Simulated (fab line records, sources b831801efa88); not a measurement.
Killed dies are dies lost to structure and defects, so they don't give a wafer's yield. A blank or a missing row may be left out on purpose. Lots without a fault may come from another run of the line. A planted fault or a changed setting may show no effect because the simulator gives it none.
fab line records | flow sky130 | part 1 of 2: steps 1 to 34 of 48
record lots=5 wafers=15 last_day=49
route steps=708 shown NWELL@74 PWDE@84 VT_ADJUST_HVTP@85 VT_ADJUST_LVTN@97 VT_ADJUST_NCORE@119
lots that met no fault: from a run of the same line without faults
start_h: hours from the record's first day to the start of the lot's first wafer shown | wait_h: hours since the lot's step before | " the same as in the row above | L1.1+2: a row that stands for several wafers | - no value, or no start given | * or withheld: withheld | < > ~ a bound
route shown NAME@n: a module of which the file shows steps, and the number in the route of the first | usual: mean/standard deviation of fault-free wafers | same: alike in all rows | chamber/n: place in a boat | sites: the reading at each site | _std_site: their standard deviation | _edge_site: outer sites' mean less inner sites' | radius_mm: how far each site lies from the wafer's centre | mask NAME#n: copy n | behind: the tool/chamber that last shaped the wafer | hold: why the lot was held/for how many hours/how that ended | device: the transistor (n, p or np) that didn't switch | end of line: the same wafers' tests at the end of the route | a step without rows: its recipe alone | killed: dies lost to structure and defects at the first sort, not the wafer's yield | map: a wafer's dies, x killed, . not, _ none there
set.NAME: the setting as run; set.NAME@STEP: as run at that earlier step | model.NAME: the simulator's own value behind a step, which no gauge read
lots at some steps of the route; a table a step, a row a wafer
services: from which hour (start_h, from the record's first day; less than 0 if before it) a tool's chamber was out of use, for how many hours, and why
## steps
# step SKY_NWELL_PEB_21
# recipe temp_c=115 time_s=withheld
# columns lot.wafer tool chamber start_h wait_h
L075.2+3+4 litho_track-01 0 - -
L081.2+4+6 litho_track-01 0 - -
L083.2+3+4 litho_track-04 0 - -
L084.3+4+5 litho_track-04 0 - -
L087.1+3+4 litho_track-03 0 - -
# step SKY_NWELL_DEVELOP_22
# recipe wall_angle_deg=90 developer=TMAH develop_time_s=60 dev_temp_c=23
# columns lot.wafer tool chamber start_h wait_h
L075.2+3+4 litho_track-01 0 - -
L081.2+4+6 litho_track-01 0 - -
L083.2+3+4 litho_track-04 0 - -
L084.3+4+5 litho_track-04 0 - -
L087.1+3+4 litho_track-03 0 - -
# step SKY_NWELL_OVL_MEAS_23
# usual NWELL_01_OVL=0.3/1.3
# columns lot.wafer tool chamber start_h wait_h NWELL_01_OVL[nm]
L075.2 overlay-02 - 104.53 - 1.2
L075.3 " - " " 2.5
L075.4 " - " " 2.2
L081.2 overlay-01 - 161.48 - 1.4
L081.4 " - " " -0.2
L081.6 " - " " 0.4
L083.2 overlay-02 - 169.51 - -1.0
L083.3 " - " " -2.9
L083.4 " - " " -1.6
L084.3 overlay-01 - 172.32 - 0.8
L084.4 " - " " 0.7
L084.5 " - " " 0.4
L087.1 overlay-02 - 191.33 - -0.5
L087.3 " - " " 0.3
L087.4 " - " " 0.9
# step SKY_NWELL_IMPLANT_24
# recipe species=B energy_kev=140 dose_cm2=9.2e+12 tilt_deg=withheld
# columns lot.wafer tool chamber start_h wait_h
L075.2+3+4 implanter-02 0 104.58 0.0
L081.2+4+6 implanter-04 0 161.53 0.0
L083.2+3+4 implanter-01 0 169.57 0.0
L084.3+4+5 implanter-02 0 172.39 0.1
L087.1+3+4 implanter-04 0 191.37 0.0
# step SKY_NWELL_STRIP_25
# recipe chemistry=O2/N2 power_w=1400 pressure_mtorr=1500 platen_temp_c=withheld o2_flow_sccm=3000 n2_flow_sccm=300 overash_fraction=0.5
# usual drypump_motor_current_A=5.7/0.36 oes_product_au=0.723/0.0044 strip_time_to_endpoint_s=36.90/0.12
# columns lot.wafer tool chamber start_h wait_h drypump_motor_current_A oes_product_au rf_hours_counter_h strip_time_to_endpoint_s
L075.2 plasma_asher-02 0 104.71 0.1 5.4 0.721 40 36.89
L075.3 " 1 " " 5.5 0.724 - 36.89
L075.4 " 0 " " 5.4 0.726 - 36.97
L081.2 plasma_asher-02 1 161.66 0.1 5.5 0.727 46 36.67
L081.4 " 0 " " 5.3 0.728 - 36.67
L081.6 " 1 " " 5.5 0.719 - 36.71
L083.2 plasma_asher-01 0 169.69 0.1 5.7 0.718 37 36.93
L083.3 " 0 " " 5.7 0.721 - 36.84
L083.4 " 1 " " 5.9 0.716 - 36.89
L084.3 plasma_asher-04 0 172.53 0.1 6.6 0.727 - 36.83
L084.4 " 1 " " 5.4 0.721 - 36.80
L084.5 " 1 " " 5.4 0.726 - 36.85
L087.1 plasma_asher-01 1 191.52 0.1 5.9 0.728 39 36.90
L087.3 " 0 " " 5.7 0.718 - 36.98
L087.4 " 1 " " 5.9 0.724 - 36.94
# step SKY_NWELL_TW_MEAS_26
# usual NWELL_2_TW=499/3.5
# columns lot.wafer tool chamber start_h wait_h NWELL_2_TW
L075.2 film_metro-04 - 104.82 0.1 501
L075.3 " - " " 503
L075.4 " - " " 505
L081.2 film_metro-04 - 161.77 0.1 505
L081.4 " - " " 507
L081.6 " - " " 500
L083.2 film_metro-02 - 169.80 0.1 498
L083.3 " - " " 496
L083.4 " - " " 496
L084.3 film_metro-03 - 172.61 0.1 502
L084.4 " - " " 500
L084.5 " - " " 504
L087.1 film_metro-04 - 191.62 0.1 501
L087.3 " - " " 499
L087.4 " - " " 501
# step SKY_NWELL_CLEAN_27
# recipe chemistry=SC1/SC2 mix=1:4:20 temp_c=70 time_s=150 dry=n2_spin
# usual bath_guard_temp_C=70.2/0.58
# columns lot.wafer tool chamber start_h wait_h bath_guard_temp_C
L075.2 wet_bench-02 3 104.87 0.0 70.0
L075.3 " 3 " " 70.1
L075.4 " 3 " " 69.6
L081.2 wet_bench-04 0 161.82 0.0 70.4
L081.4 " 0 " " 70.6
L081.6 " 0 " " 70.3
L083.2 wet_bench-02 1 169.85 0.0 69.3
L083.3 " 1 " " 69.3
L083.4 " 1 " " 69.5
L084.3 wet_bench-04 0 172.65 0.0 70.2
L084.4 " 0 " " 70.5
L084.5 " 0 " " 70.3
L087.1 wet_bench-01 1 191.68 0.1 69.7
L087.3 " 1 " " 69.9
L087.4 " 1 " " 69.9
# step SKY_NWELL_RTA_28
# recipe temp_c=1050 time_s=30 idle_temp_c=650 ramp_up_c_per_s=150 ramp_down_c_per_s=90 ambient=N2
# usual lamp_power_pct=25.31/0.051 wafer_temp_C_max=1055.0/0.92
# columns lot.wafer tool chamber start_h wait_h lamp_power_pct wafer_temp_C_max
L075.2 rtp_anneal-01 0 104.93 0.0 25.26 1056.6
L075.3 " 0 " " 25.29 1057.1
L075.4 " 0 " " 25.26 1055.0
L081.2 rtp_anneal-02 0 161.88 0.0 25.21 1055.7
L081.4 " 0 " " 25.28 1054.9
L081.6 " 0 " " 25.46 1054.8
L083.2 rtp_anneal-02 0 169.93 0.0 25.25 1055.6
L083.3 " 0 " " 25.33 1055.4
L083.4 " 0 " " 25.35 1053.7
L084.3 rtp_anneal-02 0 172.74 0.0 25.29 1053.1
L084.4 " 0 " " 25.25 1054.9
L084.5 " 0 " " 25.37 1056.6
L087.1 rtp_anneal-01 0 191.78 0.0 25.30 1054.5
L087.3 " 0 " " 25.31 1055.2
L087.4 " 0 " " 25.28 1056.1
# step SKY_NWELL_RS_MEAS_29
# recipe thk_meas_gauge=four-point-probe
# usual NWELL_RS=623.7/1.5
# columns lot.wafer tool chamber start_h wait_h NWELL_RS[ohm/sq]
L075.2 film_metro-02 - 105.04 0.1 621.8
L075.3 " - " " 624.0
L075.4 " - " " 621.7
L081.2 film_metro-02 - 161.99 0.1 623.1
L081.4 " - " " 624.2
L081.6 " - " " 623.0
L083.2 film_metro-03 - 170.03 0.1 623.6
L083.3 " - " " 624.9
L083.4 " - " " 623.2
L084.3 film_metro-02 - 172.84 0.1 620.5
L084.4 " - " " 620.3
L084.5 " - " " 623.0
L087.1 film_metro-02 - 191.98 0.2 623.8
L087.3 " - " " 625.2
L087.4 " - " " 624.2
# step SKY_NWELL_RS_MEAS_31
# recipe thk_meas_gauge=four-point-probe
# usual PWDE_RS=5279/23
# columns lot.wafer tool chamber start_h wait_h PWDE_RS[ohm/sq]
L075.2 film_metro-02 - 105.28 0.1 5270
L075.3 " - " " 5262
L075.4 " - " " 5256
L081.2 film_metro-02 - 162.23 0.1 5271
L081.4 " - " " 5260
L081.6 " - " " 5277
L083.2 film_metro-03 - 170.27 0.1 5265
L083.3 " - " " 5298
L083.4 " - " " 5253
L084.3 film_metro-02 - 173.08 0.1 5270
L084.4 " - " " 5258
L084.5 " - " " 5275
L087.1 film_metro-02 - 192.22 0.1 5246
L087.3 " - " " 5244
L087.4 " - " " 5256
# step SKY_VT_ADJUST_HVTP_DEHYDRATE_00
# recipe temp_c=200 time_s=60
# columns lot.wafer tool chamber start_h wait_h
L075.2+3+4 litho_track-03 0 113.60 8.3
L081.2+4+6 litho_track-02 0 171.12 8.9
L083.2+3+4 litho_track-01 0 180.15 9.9
L084.3+4+5 litho_track-02 0 182.84 9.7
L087.1+3+4 litho_track-03 0 202.68 10.4
# step SKY_VT_ADJUST_HVTP_HMDS_01
# recipe prime_time_s=60 prime_temp_c=120
# columns lot.wafer tool chamber start_h wait_h
L075.2+3+4 litho_track-03 0 113.75 0.1
L081.2+4+6 litho_track-02 0 171.27 0.1
L083.2+3+4 litho_track-01 0 180.30 0.1
L084.3+4+5 litho_track-02 0 182.99 0.1
L087.1+3+4 litho_track-03 0 202.83 0.1
# step SKY_VT_ADJUST_HVTP_COAT_02
# recipe resist=NOVOLAK spin_rpm=3000 resist_thk_nm=1140
# columns lot.wafer tool chamber start_h wait_h
L075.2+3+4 litho_track-03 0 113.90 0.1
L081.2+4+6 litho_track-02 0 171.42 0.1
L083.2+3+4 litho_track-01 0 180.45 0.1
L084.3+4+5 litho_track-02 0 183.14 0.1
L087.1+3+4 litho_track-03 0 202.98 0.1
# step SKY_VT_ADJUST_HVTP_SOFTBAKE_03
# recipe temp_c=90 time_s=60 resist=NOVOLAK
# columns lot.wafer tool chamber start_h wait_h
L075.2+3+4 litho_track-03 0 114.05 0.1
L081.2+4+6 litho_track-02 0 171.57 0.1
L083.2+3+4 litho_track-01 0 180.60 0.1
L084.3+4+5 litho_track-02 0 183.29 0.1
L087.1+3+4 litho_track-03 0 203.13 0.1
# step SKY_VT_ADJUST_HVTP_EXPOSE_04
# recipe mask_id=HVTPM na=0.6 source_shape=conventional sigma_outer=0.6 polarization=unpolarized target_cd_nm=380 dose_mj=140
# columns lot.wafer tool chamber start_h wait_h mask
L075.2+3+4 iline_stepper-01 0 - - HVTPM#0
L081.2+4+6 iline_stepper-01 0 - - HVTPM#0
L083.2+3+4 iline_stepper-01 0 - - HVTPM#0
L084.3+4+5 iline_stepper-01 0 - - HVTPM#0
L087.1+3+4 iline_stepper-01 0 - - HVTPM#0
# step SKY_VT_ADJUST_HVTP_PEB_05
# recipe temp_c=withheld time_s=* resist=NOVOLAK
# columns lot.wafer tool chamber start_h wait_h
L075.2+3+4 litho_track-03 0 - -
L081.2+4+6 litho_track-02 0 - -
L083.2+3+4 litho_track-03 0 - -
L084.3+4+5 litho_track-02 0 - -
L087.1+3+4 litho_track-01 0 - -
# step SKY_VT_ADJUST_HVTP_DEVELOP_06
# recipe resist=NOVOLAK developer=TMAH develop_time_s=60 dev_temp_c=23
# columns lot.wafer tool chamber start_h wait_h
L075.2+3+4 litho_track-03 0 123.00 0.1
L081.2+4+6 litho_track-02 0 181.57 0.1
L083.2+3+4 litho_track-03 0 190.25 0.1
L084.3+4+5 litho_track-02 0 193.09 0.1
L087.1+3+4 litho_track-01 0 213.52 0.1
# step SKY_VT_ADJUST_HVTP_CD_MEAS_07
# recipe target_cd_nm=380
# usual cd_nm=379.8/2.1
# columns lot.wafer tool chamber start_h wait_h cd_nm
L075.2 cd_sem-02 - 123.15 0.1 380.4
L075.3 " - " " 382.8
L075.4 " - " " 381.7
L081.2 cd_sem-01 - 181.71 0.1 378.1
L081.4 " - " " 376.5
L081.6 " - " " 377.8
L083.2 cd_sem-01 - 190.40 0.1 384.4
L083.3 " - " " 384.5
L083.4 " - " " 383.8
L084.3 cd_sem-02 - 193.23 0.1 380.5
L084.4 " - " " 381.9
L084.5 " - " " 383.1
L087.1 cd_sem-02 - 213.67 0.1 380.4
L087.3 " - " " 378.6
L087.4 " - " " 378.7
# step SKY_VT_ADJUST_HVTP_OVL_MEAS_08
# usual VT_ADJUST_HVTP_OVL=1.2/1.3
# columns lot.wafer tool chamber start_h wait_h VT_ADJUST_HVTP_OVL[nm]
L075.2 overlay-01 - 123.26 0.1 2.3
L075.3 " - " " 2.5
L075.4 " - " " 0.6
L081.2 overlay-01 - 181.82 0.1 1.7
L081.4 " - " " 1.8
L081.6 " - " " 1.3
L083.2 overlay-02 - 190.51 0.1 0.8
L083.3 " - " " -1.0
L083.4 " - " " -1.3
L084.3 overlay-02 - 193.33 0.1 -1.0
L084.4 " - " " -0.4
L084.5 " - " " -0.8
L087.1 overlay-02 - 213.79 0.1 0.9
L087.3 " - " " -0.4
L087.4 " - " " 0.8
# step SKY_VT_ADJUST_HVTP_IMPLANT_09
# recipe species=As energy_kev=150 dose_cm2=4.3e+12 tilt_deg=withheld
# columns lot.wafer tool chamber start_h wait_h
L075.2+3+4 implanter-03 0 124.09 0.8
L081.2+4+6 implanter-03 0 181.88 0.0
L083.2+3+4 implanter-01 0 190.56 0.0
L084.3+4+5 implanter-01 0 193.40 0.1
L087.1+3+4 implanter-04 0 213.83 0.0
# step SKY_VT_ADJUST_HVTP_STRIP_10
# recipe chemistry=O2/N2 power_w=1400 pressure_mtorr=1500 platen_temp_c=withheld o2_flow_sccm=3000 n2_flow_sccm=300 overash_fraction=0.5
# usual drypump_motor_current_A=5.64/0.24 oes_product_au=0.715/0.005 strip_time_to_endpoint_s=14.16/0.03
# columns lot.wafer tool chamber start_h wait_h drypump_motor_current_A oes_product_au rf_hours_counter_h strip_time_to_endpoint_s
L075.2 plasma_asher-02 1 124.22 0.1 5.46 0.711 42 14.16
L075.3 " 1 " " 5.46 0.726 - 14.13
L075.4 " 0 " " 5.37 0.719 - 14.19
L081.2 plasma_asher-02 1 182.00 0.1 5.48 0.715 48 14.13
L081.4 " 0 " " 5.36 0.722 - 14.10
L081.6 " 1 " " 5.50 0.711 - 14.16
L083.2 plasma_asher-01 0 190.69 0.1 5.71 0.717 39 14.14
L083.3 " 0 " " 5.74 0.718 - 14.15
L083.4 " 1 " " 5.88 0.716 - 14.16
L084.3 plasma_asher-02 0 193.53 0.1 5.35 0.710 - 14.20
L084.4 " 1 " " 5.48 0.716 - 14.16
L084.5 " 1 " " 5.47 0.719 - 14.17
L087.1 plasma_asher-03 0 213.98 0.1 6.01 0.715 52 14.11
L087.3 " 0 " " 6.04 0.707 - 14.14
L087.4 " 1 " " 5.62 0.713 - 14.14
# step SKY_VT_ADJUST_HVTP_TW_MEAS_11
# usual VT_ADJUST_HVTP_TW=1350/18
# columns lot.wafer tool chamber start_h wait_h VT_ADJUST_HVTP_TW
L075.2 film_metro-02 - 124.33 0.1 1366
L075.3 " - " " 1355
L075.4 " - " " 1356
L081.2 film_metro-04 - 182.11 0.1 1369
L081.4 " - " " 1362
L081.6 " - " " 1364
L083.2 film_metro-01 - 190.80 0.1 1334
L083.3 " - " " 1334
L083.4 " - " " 1331
L084.3 film_metro-02 - 193.62 0.1 1348
L084.4 " - " " 1350
L084.5 " - " " 1353
L087.1 film_metro-01 - 214.08 0.1 1333
L087.3 " - " " 1337
L087.4 " - " " 1337
# step SKY_VT_ADJUST_LVTN_DEHYDRATE_00
# recipe temp_c=200 time_s=60
# columns lot.wafer tool chamber start_h wait_h
L075.2+3+4 litho_track-02 0 133.22 8.9
L081.2+4+6 litho_track-02 0 191.02 8.9
L083.2+3+4 litho_track-02 0 200.82 10.0
L084.3+4+5 litho_track-01 0 203.92 10.3
L087.1+3+4 litho_track-01 0 224.77 10.7
# step SKY_VT_ADJUST_LVTN_HMDS_01
# recipe prime_time_s=60 prime_temp_c=120
# columns lot.wafer tool chamber start_h wait_h
L075.2+3+4 litho_track-02 0 133.37 0.1
L081.2+4+6 litho_track-02 0 191.17 0.1
L083.2+3+4 litho_track-02 0 200.97 0.1
L084.3+4+5 litho_track-01 0 204.07 0.1
L087.1+3+4 litho_track-01 0 224.92 0.1
# step SKY_VT_ADJUST_LVTN_COAT_02
# recipe spin_rpm=2000 resist_thk_nm=3000
# columns lot.wafer tool chamber start_h wait_h
L075.2+3+4 litho_track-02 0 133.52 0.1
L081.2+4+6 litho_track-02 0 191.32 0.1
L083.2+3+4 litho_track-02 0 201.12 0.1
L084.3+4+5 litho_track-01 0 204.22 0.1
L087.1+3+4 litho_track-01 0 225.07 0.1
# step SKY_VT_ADJUST_LVTN_SOFTBAKE_03
# recipe temp_c=110 time_s=withheld
# columns lot.wafer tool chamber start_h wait_h
L075.2+3+4 litho_track-02 0 133.68 0.1
L081.2+4+6 litho_track-02 0 191.48 0.1
L083.2+3+4 litho_track-02 0 201.28 0.1
L084.3+4+5 litho_track-01 0 204.39 0.1
L087.1+3+4 litho_track-01 0 225.22 0.1
# step SKY_VT_ADJUST_LVTN_EXPOSE_04
# recipe mask_id=NWM_COMPLEMENT_LESS_NATIVE na=0.6 source_shape=conventional sigma_outer=0.6 polarization=unpolarized target_cd_nm=840 dose_mj=194
# columns lot.wafer tool chamber start_h wait_h mask
L075.2+3+4 iline_stepper-01 0 - - NWM_COMPLEMENT_LESS_NATIVE#0
L081.2+4+6 iline_stepper-02 0 - - NWM_COMPLEMENT_LESS_NATIVE#0
L083.2+3+4 iline_stepper-01 0 - - NWM_COMPLEMENT_LESS_NATIVE#0
L084.3+4+5 iline_stepper-02 0 - - NWM_COMPLEMENT_LESS_NATIVE#0
L087.1+3+4 iline_stepper-01 0 - - NWM_COMPLEMENT_LESS_NATIVE#0
# step SKY_VT_ADJUST_LVTN_PEB_05
# recipe temp_c=115 time_s=withheld
# columns lot.wafer tool chamber start_h wait_h
L075.2+3+4 litho_track-04 0 - -
L081.2+4+6 litho_track-02 0 - -
L083.2+3+4 litho_track-02 0 - -
L084.3+4+5 litho_track-04 0 - -
L087.1+3+4 litho_track-04 0 - -
# step SKY_VT_ADJUST_LVTN_DEVELOP_06
# recipe wall_angle_deg=90 developer=TMAH develop_time_s=60 dev_temp_c=23
# columns lot.wafer tool chamber start_h wait_h
L075.2+3+4 litho_track-04 0 - -
L081.2+4+6 litho_track-02 0 - -
L083.2+3+4 litho_track-02 0 - -
L084.3+4+5 litho_track-04 0 - -
L087.1+3+4 litho_track-04 0 - -
# step SKY_VT_ADJUST_LVTN_OVL_MEAS_07
# usual VT_ADJUST_LVTN_OVL=0.8/1.5
# columns lot.wafer tool chamber start_h wait_h VT_ADJUST_LVTN_OVL[nm]
L075.2 overlay-01 - 142.76 - 2.4
L075.3 " - " " 2.3
L075.4 " - " " 2.1
L081.2 overlay-02 - 202.45 - 4.2
L081.4 " - " " 3.5
L081.6 " - " " 3.7
L083.2 overlay-01 - 212.20 - 0.7
L083.3 " - " " 1.7
L083.4 " - " " 1.2
L084.3 overlay-02 - 214.97 - 1.2
L084.4 " - " " -0.6
L084.5 " - " " -0.2
L087.1 overlay-02 - 236.21 - -2.2
L087.3 " - " " -1.8
L087.4 " - " " 0.2
# step SKY_VT_ADJUST_LVTN_IMPLANT_08
# recipe species=B energy_kev=30 dose_cm2=1.57e+12 tilt_deg=withheld
# columns lot.wafer tool chamber start_h wait_h
L075.2+3+4 implanter-04 0 142.82 0.0
L081.2+4+6 implanter-04 0 202.51 0.0
L083.2+3+4 implanter-02 0 212.26 0.0
L084.3+4+5 implanter-04 0 215.04 0.1
L087.1+3+4 implanter-03 0 236.24 0.0
# step SKY_VT_ADJUST_LVTN_STRIP_09
# recipe chemistry=O2/N2 power_w=1400 pressure_mtorr=1500 platen_temp_c=withheld o2_flow_sccm=3000 n2_flow_sccm=300 overash_fraction=0.5
# usual drypump_motor_current_A=5.9/0.38 oes_product_au=0.722/0.0046 strip_time_to_endpoint_s=36.91/0.095
# columns lot.wafer tool chamber start_h wait_h drypump_motor_current_A oes_product_au rf_hours_counter_h strip_time_to_endpoint_s
L075.2 plasma_asher-04 1 142.94 0.1 5.4 0.722 2 36.82
L075.3 " 1 " " 5.4 0.718 - 36.80
L075.4 " 0 " " 6.6 0.725 - 36.73
L081.2 plasma_asher-03 1 202.63 0.1 5.6 0.730 51 36.84
L081.4 " 1 " " 5.6 0.714 - 36.86
L081.6 " 1 " " 5.6 0.719 - 36.86
L083.2 plasma_asher-03 1 212.38 0.1 5.6 0.722 52 36.91
L083.3 " 0 " " 6.0 0.719 - 36.95
L083.4 " 1 " " 5.6 0.720 - 36.90
L084.3 plasma_asher-03 1 215.18 0.1 5.6 0.719 - 36.97
L084.4 " 0 " " 6.0 0.720 - 36.94
L084.5 " 0 " " 6.1 0.722 - 37.03
L087.1 plasma_asher-01 1 236.39 0.1 5.9 0.728 43 36.72
L087.3 " 0 " " 5.7 0.709 - 36.89
L087.4 " 1 " " 5.9 0.719 - 36.77
# step SKY_VT_ADJUST_LVTN_TW_MEAS_10
# usual VT_ADJUST_LVTN_TW=239.9/2.9
# columns lot.wafer tool chamber start_h wait_h VT_ADJUST_LVTN_TW
L075.2 film_metro-01 - 143.05 0.1 235.4
L075.3 " - " " 234.6
L075.4 " - " " 234.3
L081.2 film_metro-03 - 202.74 0.1 243.7
L081.4 " - " " 245.0
L081.6 " - " " 243.8
L083.2 film_metro-02 - 212.49 0.1 240.1
L083.3 " - " " 241.3
L083.4 " - " " 240.6
L084.3 film_metro-02 - 215.26 0.1 241.6
L084.4 " - " " 241.0
L084.5 " - " " 240.8
L087.1 film_metro-01 - 236.49 0.1 235.0
L087.3 " - " " 235.8
L087.4 " - " " 234.8
# step SKY_VT_ADJUST_LVTN_DEHYDRATE_11
# recipe temp_c=200 time_s=60
# columns lot.wafer tool chamber start_h wait_h
L075.2+3+4 litho_track-01 0 152.15 9.1
L081.2+4+6 litho_track-04 0 213.03 10.3
L083.2+3+4 litho_track-01 0 222.39 9.9
L084.3+4+5 litho_track-04 0 225.71 10.4
L087.1+3+4 litho_track-01 0 246.57 10.1
